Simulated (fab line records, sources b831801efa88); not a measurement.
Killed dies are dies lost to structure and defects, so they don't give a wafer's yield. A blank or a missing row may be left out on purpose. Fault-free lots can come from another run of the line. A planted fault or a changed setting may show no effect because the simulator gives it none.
The tool behind it: which one? || flow sky130 || 72 wafers from 24 lots sampled at 5 of the route's 708 steps

## WHAT THE GAUGES READ, wafer by wafer
SKY_LOCAL_INTERCONNECT_CD_MEAS_11: the cd target is 170 nm. Usual: 170.0 nm for cd nm, sd 1.7.
{"lot": "L074", "measured": "day 30 01:47", "on": "cd sem-01", "cd nm (nm)": "170.9 171.6 170.8", "flag": ""}
{"lot": "L075", "measured": "day 30 10:46", "on": "cd sem-02", "cd nm (nm)": "169.6 168.9 169.0", "flag": ""}
{"lot": "L076", "measured": "day 32 04:19", "on": "cd sem-01", "cd nm (nm)": "172.5 170.7 170.9", "flag": ""}
{"lot": "L078", "measured": "day 32 06:24", "on": "cd sem-01", "cd nm (nm)": "168.9 170.5 170.6", "flag": ""}
{"lot": "L077", "measured": "day 32 07:57", "on": "cd sem-02", "cd nm (nm)": "171.1 170.7 168.9", "flag": ""}
{"lot": "L080", "measured": "day 32 15:58", "on": "cd sem-02", "cd nm (nm)": "169.7 169.6 168.3", "flag": ""}
{"lot": "L079", "measured": "day 32 17:10", "on": "cd sem-02", "cd nm (nm)": "171.3 171.4 171.3", "flag": ""}
{"lot": "L082", "measured": "day 33 00:50", "on": "cd sem-02", "cd nm (nm)": "165.9 168.2 167.4", "flag": ""}
{"lot": "L081", "measured": "day 33 01:49", "on": "cd sem-02", "cd nm (nm)": "167.7 168.1 168.5", "flag": ""}
{"lot": "L084", "measured": "day 33 09:10", "on": "cd sem-01", "cd nm (nm)": "170.7 168.1 168.9", "flag": ""}
{"lot": "L083", "measured": "day 33 14:27", "on": "cd sem-01", "cd nm (nm)": "165.9 167.7 167.4", "flag": ""}
{"lot": "L085", "measured": "day 33 18:19", "on": "cd sem-01", "cd nm (nm)": "172.1 171.2 171.7", "flag": ""}
{"lot": "L086", "measured": "day 33 23:46", "on": "cd sem-02", "cd nm (nm)": "170.5 170.1 169.5", "flag": ""}
{"lot": "L087", "measured": "day 34 12:14", "on": "cd sem-01", "cd nm (nm)": "172.8 174.4 171.8", "flag": ""}
{"lot": "L088", "measured": "day 34 12:54", "on": "cd sem-02", "cd nm (nm)": "172.1 172.3 171.3", "flag": ""}
{"lot": "L089", "measured": "day 34 23:23", "on": "cd sem-01", "cd nm (nm)": "169.9 172.3 171.0", "flag": ""}
{"lot": "L090", "measured": "day 35 09:13", "on": "cd sem-02", "cd nm (nm)": "169.7 168.8 168.1", "flag": ""}
{"lot": "L091", "measured": "day 35 13:52", "on": "cd sem-02", "cd nm (nm)": "171.4 171.1 170.9", "flag": ""}
{"lot": "L092", "measured": "day 36 02:22", "on": "cd sem-01", "cd nm (nm)": "169.9 170.9 170.3", "flag": ""}
{"lot": "L093", "measured": "day 36 10:13", "on": "cd sem-01", "cd nm (nm)": "169.9 168.1 167.1", "flag": ""}
{"lot": "L094", "measured": "day 36 12:42", "on": "cd sem-01", "cd nm (nm)": "169.7 171.7 170.7", "flag": ""}
{"lot": "L095", "measured": "day 36 17:26", "on": "cd sem-02", "cd nm (nm)": "169.5 171.2 169.5", "flag": ""}
{"lot": "L096", "measured": "day 37 07:55", "on": "cd sem-02", "cd nm (nm)": "171.1 171.2 171.8", "flag": ""}
{"lot": "L097", "measured": "day 37 08:34", "on": "cd sem-02", "cd nm (nm)": "168.1 168.4 167.2", "flag": ""}

SKY_CONTACT_BOW_MEAS_05. Usual: CONTACT_BOW gives 82 um (standard deviation 6.8).
{"lot": "L074", "measured": "day 30 03:12", "on": "film metro-03", "CONTACT_BOW (um)": "73 75 77", "flag": ""}
{"lot": "L075", "measured": "day 30 12:10", "on": "film metro-04", "CONTACT_BOW (um)": "84 81 68", "flag": ""}
{"lot": "L076", "measured": "day 32 05:42", "on": "film metro-01", "CONTACT_BOW (um)": "89 75 81", "flag": ""}
{"lot": "L078", "measured": "day 32 07:47", "on": "film metro-01", "CONTACT_BOW (um)": "82 79 93", "flag": ""}
{"lot": "L077", "measured": "day 32 09:20", "on": "film metro-03", "CONTACT_BOW (um)": "83 71 77", "flag": ""}
{"lot": "L080", "measured": "day 32 17:23", "on": "film metro-03", "CONTACT_BOW (um)": "73 67 71", "flag": ""}
{"lot": "L079", "measured": "day 32 18:32", "on": "film metro-03", "CONTACT_BOW (um)": "90 84 85", "flag": ""}
{"lot": "L082", "measured": "day 33 02:16", "on": "film metro-03", "CONTACT_BOW (um)": "76 73 80", "flag": ""}
{"lot": "L081", "measured": "day 33 03:11", "on": "film metro-03", "CONTACT_BOW (um)": "91 82 85", "flag": ""}
{"lot": "L084", "measured": "day 33 10:33", "on": "film metro-04", "CONTACT_BOW (um)": "82 82 78", "flag": ""}
{"lot": "L083", "measured": "day 33 15:59", "on": "film metro-03", "CONTACT_BOW (um)": "88 70 73", "flag": ""}
{"lot": "L085", "measured": "day 33 19:49", "on": "film metro-01", "CONTACT_BOW (um)": "90 80 80", "flag": ""}
{"lot": "L086", "measured": "day 34 01:11", "on": "film metro-04", "CONTACT_BOW (um)": "83 88 81", "flag": ""}
{"lot": "L087", "measured": "day 34 13:37", "on": "film metro-03", "CONTACT_BOW (um)": "86 80 78", "flag": ""}
{"lot": "L088", "measured": "day 34 14:21", "on": "film metro-04", "CONTACT_BOW (um)": "88 92 88", "flag": ""}
{"lot": "L089", "measured": "day 35 00:47", "on": "film metro-01", "CONTACT_BOW (um)": "95 90 86", "flag": ""}
{"lot": "L090", "measured": "day 35 10:36", "on": "film metro-01", "CONTACT_BOW (um)": "87 75 87", "flag": ""}
{"lot": "L091", "measured": "day 35 15:17", "on": "film metro-01", "CONTACT_BOW (um)": "83 78 78", "flag": ""}
{"lot": "L092", "measured": "day 36 03:46", "on": "film metro-01", "CONTACT_BOW (um)": "96 97 83", "flag": ""}
{"lot": "L093", "measured": "day 36 11:44", "on": "film metro-03", "CONTACT_BOW (um)": "75 76 87", "flag": ""}
{"lot": "L094", "measured": "day 36 14:06", "on": "film metro-04", "CONTACT_BOW (um)": "89 93 80", "flag": ""}
{"lot": "L095", "measured": "day 36 18:49", "on": "film metro-01", "CONTACT_BOW (um)": "82 71 86", "flag": ""}
{"lot": "L096", "measured": "day 37 09:19", "on": "film metro-04", "CONTACT_BOW (um)": "82 86 92", "flag": ""}
{"lot": "L097", "measured": "day 37 09:58", "on": "film metro-03", "CONTACT_BOW (um)": "85 75 90", "flag": ""}

SKY_VIA1_BOW_MEAS_03. Usual: VIA1_BOW gives 81 um (standard deviation 6.8).
{"lot": "L074", "measured": "day 32 12:48", "on": "film metro-02", "VIA1_BOW (um)": "71 73 75", "flag": ""}
{"lot": "L075", "measured": "day 32 22:08", "on": "film metro-02", "VIA1_BOW (um)": "82 80 69", "flag": ""}
{"lot": "L076", "measured": "day 34 15:53", "on": "film metro-02", "VIA1_BOW (um)": "86 72 78", "flag": ""}
{"lot": "L078", "measured": "day 34 16:49", "on": "film metro-03", "VIA1_BOW (um)": "80 76 91", "flag": ""}
{"lot": "L077", "measured": "day 34 18:39", "on": "film metro-03", "VIA1_BOW (um)": "84 71 77", "flag": ""}
{"lot": "L080", "measured": "day 35 02:37", "on": "film metro-02", "VIA1_BOW (um)": "71 65 69", "flag": ""}
{"lot": "L079", "measured": "day 35 04:09", "on": "film metro-02", "VIA1_BOW (um)": "92 86 86", "flag": ""}
{"lot": "L082", "measured": "day 35 10:20", "on": "film metro-03", "VIA1_BOW (um)": "73 72 77", "flag": ""}
{"lot": "L081", "measured": "day 35 12:26", "on": "film metro-02", "VIA1_BOW (um)": "90 81 83", "flag": ""}
{"lot": "L084", "measured": "day 35 18:42", "on": "film metro-04", "VIA1_BOW (um)": "81 81 77", "flag": ""}
{"lot": "L083", "measured": "day 36 00:24", "on": "film metro-04", "VIA1_BOW (um)": "87 69 72", "flag": ""}
{"lot": "L085", "measured": "day 36 04:08", "on": "film metro-03", "VIA1_BOW (um)": "87 77 76", "flag": ""}
{"lot": "L086", "measured": "day 36 07:43", "on": "film metro-04", "VIA1_BOW (um)": "81 86 79", "flag": ""}
{"lot": "L087", "measured": "day 36 19:49", "on": "film metro-02", "VIA1_BOW (um)": "86 81 80", "flag": ""}
{"lot": "L088", "measured": "day 36 20:18", "on": "film metro-03", "VIA1_BOW (um)": "87 91 87", "flag": ""}
{"lot": "L089", "measured": "day 37 07:40", "on": "film metro-04", "VIA1_BOW (um)": "91 86 82", "flag": ""}
{"lot": "L090", "measured": "day 37 18:15", "on": "film metro-04", "VIA1_BOW (um)": "83 72 85", "flag": ""}
{"lot": "L091", "measured": "day 37 22:54", "on": "film metro-02", "VIA1_BOW (um)": "80 77 76", "flag": ""}
{"lot": "L092", "measured": "day 38 11:43", "on": "film metro-04", "VIA1_BOW (um)": "93 94 81", "flag": ""}
{"lot": "L093", "measured": "day 38 18:56", "on": "film metro-03", "VIA1_BOW (um)": "73 75 83", "flag": ""}
{"lot": "L094", "measured": "day 38 22:23", "on": "film metro-03", "VIA1_BOW (um)": "87 89 78", "flag": ""}
{"lot": "L095", "measured": "day 39 02:10", "on": "film metro-02", "VIA1_BOW (um)": "80 70 84", "flag": ""}
{"lot": "L096", "measured": "day 39 14:57", "on": "film metro-02", "VIA1_BOW (um)": "83 88 94", "flag": ""}
{"lot": "L097", "measured": "day 39 16:15", "on": "film metro-02", "VIA1_BOW (um)": "85 74 89", "flag": ""}

SKY_VIA1_THK_MEAS_23: measures by xrf. Usual: VIA1_W_THK gives 267 nm (standard deviation 3.6).
{"lot": "L074", "measured": "day 33 15:32", "on": "film metro-04", "VIA1_W_THK (nm)": "262 262 266", "flag": ""}
{"lot": "L075", "measured": "day 34 01:54", "on": "film metro-03", "VIA1_W_THK (nm)": "261 267 261", "flag": ""}
{"lot": "L076", "measured": "day 35 19:39", "on": "film metro-03", "VIA1_W_THK (nm)": "267 271 270", "flag": ""}
{"lot": "L078", "measured": "day 35 20:00", "on": "film metro-02", "VIA1_W_THK (nm)": "262 264 264", "flag": ""}
{"lot": "L077", "measured": "day 35 21:30", "on": "film metro-04", "VIA1_W_THK (nm)": "268 268 268", "flag": ""}
{"lot": "L080", "measured": "day 36 05:10", "on": "film metro-03", "VIA1_W_THK (nm)": "258 259 264", "flag": ""}
{"lot": "L079", "measured": "day 36 06:43", "on": "film metro-04", "VIA1_W_THK (nm)": "266 266 268", "flag": ""}
{"lot": "L082", "measured": "day 36 13:26", "on": "film metro-02", "VIA1_W_THK (nm)": "271 268 272", "flag": ""}
{"lot": "L081", "measured": "day 36 15:51", "on": "film metro-03", "VIA1_W_THK (nm)": "267 260 266", "flag": ""}
{"lot": "L084", "measured": "day 36 22:38", "on": "film metro-04", "VIA1_W_THK (nm)": "264 257 269", "flag": ""}
{"lot": "L083", "measured": "day 37 03:30", "on": "film metro-03", "VIA1_W_THK (nm)": "269 263 269", "flag": ""}
{"lot": "L085", "measured": "day 37 07:20", "on": "film metro-03", "VIA1_W_THK (nm)": "277 269 275", "flag": ""}
{"lot": "L086", "measured": "day 37 11:29", "on": "film metro-02", "VIA1_W_THK (nm)": "269 263 263", "flag": ""}
{"lot": "L087", "measured": "day 37 23:52", "on": "film metro-04", "VIA1_W_THK (nm)": "270 269 271", "flag": ""}
{"lot": "L088", "measured": "day 38 00:30", "on": "film metro-02", "VIA1_W_THK (nm)": "270 269 266", "flag": ""}
{"lot": "L089", "measured": "day 38 11:46", "on": "film metro-03", "VIA1_W_THK (nm)": "275 274 269", "flag": ""}
{"lot": "L090", "measured": "day 38 20:55", "on": "film metro-03", "VIA1_W_THK (nm)": "267 264 269", "flag": ""}
{"lot": "L091", "measured": "day 39 01:05", "on": "film metro-04", "VIA1_W_THK (nm)": "271 266 274", "flag": ""}
{"lot": "L092", "measured": "day 39 13:04", "on": "film metro-03", "VIA1_W_THK (nm)": "269 268 263", "flag": ""}
{"lot": "L093", "measured": "day 39 20:26", "on": "film metro-03", "VIA1_W_THK (nm)": "266 262 266", "flag": ""}
{"lot": "L094", "measured": "day 40 00:18", "on": "film metro-03", "VIA1_W_THK (nm)": "267 268 270", "flag": ""}
{"lot": "L095", "measured": "day 40 03:38", "on": "film metro-03", "VIA1_W_THK (nm)": "262 265 263", "flag": ""}
{"lot": "L096", "measured": "day 40 17:21", "on": "film metro-02", "VIA1_W_THK (nm)": "267 268 267", "flag": ""}
{"lot": "L097", "measured": "day 40 18:41", "on": "film metro-03", "VIA1_W_THK (nm)": "270 270 268", "flag": ""}

## EACH LOT AND THE TOOL THAT RAN IT (in order: tool; ch and the chambers of the sampled wafers; start)
{"lot": "L074", "SKY_CONTACT_ETCH_18": "rie diel-04 ch 0,1,3, day 32 12:48 or earlier"}
{"lot": "L075", "SKY_CONTACT_ETCH_18": "rie diel-02 ch 0,2,3, day 32 22:08 or earlier"}
{"lot": "L076", "SKY_CONTACT_ETCH_18": "rie diel-04 ch 0,2,3, day 34 15:53 or earlier"}
{"lot": "L078", "SKY_CONTACT_ETCH_18": "rie diel-02 ch 1,2, day 34 16:49 or earlier"}
{"lot": "L077", "SKY_CONTACT_ETCH_18": "rie diel-04 ch 0,2,3, day 34 18:39 or earlier"}
{"lot": "L080", "SKY_CONTACT_ETCH_18": "rie diel-02 ch 1,2, day 35 02:37 or earlier"}
{"lot": "L079", "SKY_CONTACT_ETCH_18": "rie diel-01 ch 0,1,2, day 35 04:09 or earlier"}
{"lot": "L082", "SKY_CONTACT_ETCH_18": "rie diel-04 ch 0,1, day 35 10:20 or earlier"}
{"lot": "L081", "SKY_CONTACT_ETCH_18": "rie diel-04 ch 1,3, day 35 12:26 or earlier"}
{"lot": "L084", "SKY_CONTACT_ETCH_18": "rie diel-04 ch 0,1, day 35 18:42 or earlier"}
{"lot": "L083", "SKY_CONTACT_ETCH_18": "rie diel-01 ch 1,2,3, day 36 00:24 or earlier"}
{"lot": "L085", "SKY_CONTACT_ETCH_18": "rie diel-04 ch 2,3, day 36 04:08 or earlier"}
{"lot": "L086", "SKY_CONTACT_ETCH_18": "rie diel-02 ch 0,1,2, day 36 07:43 or earlier"}
{"lot": "L087", "SKY_CONTACT_ETCH_18": "rie diel-04 ch 0,2, day 36 19:49 or earlier"}
{"lot": "L088", "SKY_CONTACT_ETCH_18": "rie diel-01 ch 0,1,2, day 36 20:18 or earlier"}
{"lot": "L089", "SKY_CONTACT_ETCH_18": "rie diel-02 ch 0,2,3, day 37 07:40 or earlier"}
{"lot": "L090", "SKY_CONTACT_ETCH_18": "rie diel-01 ch 0,2,3, day 37 18:15 or earlier"}
{"lot": "L091", "SKY_CONTACT_ETCH_18": "rie diel-04 ch 0,1, day 37 22:54 or earlier"}
{"lot": "L092", "SKY_CONTACT_ETCH_18": "rie diel-01 ch 0,3, day 38 11:43 or earlier"}
{"lot": "L093", "SKY_CONTACT_ETCH_18": "rie diel-02 ch 0,1,3, day 38 18:56 or earlier"}
{"lot": "L094", "SKY_CONTACT_ETCH_18": "rie diel-02 ch 0,1,3, day 38 22:23 or earlier"}
{"lot": "L095", "SKY_CONTACT_ETCH_18": "rie diel-01 ch 0,1, day 39 02:10 or earlier"}
{"lot": "L096", "SKY_CONTACT_ETCH_18": "rie diel-04 ch 0,2,3, day 39 14:57 or earlier"}
{"lot": "L097", "SKY_CONTACT_ETCH_18": "rie diel-02 ch 0,3, day 39 16:15 or earlier"}
- SKY_CONTACT_ETCH_18: etches Si3N4 in CHF3/O2, stops on TiN, time 39 s, target depth 75 nm.

## AS READ BY THE TOOLS THEMSELVES (means over the sampled wafers that have a number; for cases with no such wafer, the mark the record gives instead)
SKY_CONTACT_ETCH_18. Usual: drypump motor current A 5.6 A, standard deviation 0.52; oes product au 0.854 a.u., standard deviation 0.0077; throttle valve pct 8.794 %, standard deviation 0.009.
{"lot": "L074", "tool": "rie diel-04", "drypump motor current A (A)": 5.6, "oes product au (a.u.)": 0.855, "throttle valve pct (%)": 8.792, "flag": ""}
{"lot": "L075", "tool": "rie diel-02", "drypump motor current A (A)": 5.5, "oes product au (a.u.)": 0.857, "throttle valve pct (%)": 8.790, "flag": ""}
{"lot": "L076", "tool": "rie diel-04", "drypump motor current A (A)": 5.3, "oes product au (a.u.)": 0.856, "throttle valve pct (%)": 8.795, "flag": ""}
{"lot": "L078", "tool": "rie diel-02", "drypump motor current A (A)": 5.7, "oes product au (a.u.)": 0.852, "throttle valve pct (%)": 8.794, "flag": ""}
{"lot": "L077", "tool": "rie diel-04", "drypump motor current A (A)": 5.3, "oes product au (a.u.)": 0.848, "throttle valve pct (%)": 8.791, "flag": ""}
{"lot": "L080", "tool": "rie diel-02", "drypump motor current A (A)": 5.5, "oes product au (a.u.)": 0.849, "throttle valve pct (%)": 8.794, "flag": ""}
{"lot": "L079", "tool": "rie diel-01", "drypump motor current A (A)": 5.9, "oes product au (a.u.)": 0.859, "throttle valve pct (%)": 8.791, "flag": ""}
{"lot": "L082", "tool": "rie diel-04", "drypump motor current A (A)": 5.8, "oes product au (a.u.)": 0.855, "throttle valve pct (%)": 8.791, "flag": ""}
{"lot": "L081", "tool": "rie diel-04", "drypump motor current A (A)": 5.9, "oes product au (a.u.)": 0.850, "throttle valve pct (%)": 8.804, "flag": ""}
{"lot": "L084", "tool": "rie diel-04", "drypump motor current A (A)": 5.4, "oes product au (a.u.)": 0.848, "throttle valve pct (%)": 8.789, "flag": ""}
{"lot": "L083", "tool": "rie diel-01", "drypump motor current A (A)": 5.8, "oes product au (a.u.)": 0.850, "throttle valve pct (%)": 8.789, "flag": ""}
{"lot": "L085", "tool": "rie diel-04", "drypump motor current A (A)": 5.5, "oes product au (a.u.)": 0.861, "throttle valve pct (%)": 8.797, "flag": ""}
{"lot": "L086", "tool": "rie diel-02", "drypump motor current A (A)": 5.4, "oes product au (a.u.)": 0.859, "throttle valve pct (%)": 8.799, "flag": ""}
{"lot": "L087", "tool": "rie diel-04", "drypump motor current A (A)": 5.2, "oes product au (a.u.)": 0.846, "throttle valve pct (%)": 8.788, "flag": ""}
{"lot": "L088", "tool": "rie diel-01", "drypump motor current A (A)": 5.9, "oes product au (a.u.)": 0.844, "throttle valve pct (%)": 8.798, "flag": ""}
{"lot": "L089", "tool": "rie diel-02", "drypump motor current A (A)": 5.5, "oes product au (a.u.)": 0.856, "throttle valve pct (%)": 8.797, "flag": ""}
{"lot": "L090", "tool": "rie diel-01", "drypump motor current A (A)": 6.2, "oes product au (a.u.)": 0.859, "throttle valve pct (%)": 8.795, "flag": ""}
{"lot": "L091", "tool": "rie diel-04", "drypump motor current A (A)": 5.8, "oes product au (a.u.)": 0.860, "throttle valve pct (%)": 8.795, "flag": ""}
{"lot": "L092", "tool": "rie diel-01", "drypump motor current A (A)": 6.0, "oes product au (a.u.)": 0.858, "throttle valve pct (%)": 8.799, "flag": ""}
{"lot": "L093", "tool": "rie diel-02", "drypump motor current A (A)": 5.7, "oes product au (a.u.)": 0.848, "throttle valve pct (%)": 8.802, "flag": ""}
{"lot": "L094", "tool": "rie diel-02", "drypump motor current A (A)": 5.7, "oes product au (a.u.)": 0.860, "throttle valve pct (%)": 8.804, "flag": ""}
{"lot": "L095", "tool": "rie diel-01", "drypump motor current A (A)": 5.8, "oes product au (a.u.)": 0.848, "throttle valve pct (%)": 8.791, "flag": ""}
{"lot": "L096", "tool": "rie diel-04", "drypump motor current A (A)": 5.3, "oes product au (a.u.)": 0.856, "throttle valve pct (%)": 8.802, "flag": ""}
{"lot": "L097", "tool": "rie diel-02", "drypump motor current A (A)": 5.4, "oes product au (a.u.)": 0.852, "throttle valve pct (%)": 8.780, "flag": ""}

## THE ANSWER, worked out from the rows above alone
Rule: a lot is off if the mean of its wafers that have a number lies more than 3 standard deviations from the usual mean. A lot without any number at a reading at which 4 lots or more have one is off too. Any other lot the step has rows for is counted as sound. First the gauges in route order, then the tools' own readings, where a lot's mean is used as printed above. The first step at which some lot is off is used, and at that step the reading that is off furthest; a lot without a number counts as furthest.
Across all readings shown, no lot is off: no conclusion can be drawn from this.

## WHAT THE SIMULATOR HAD PUT IN
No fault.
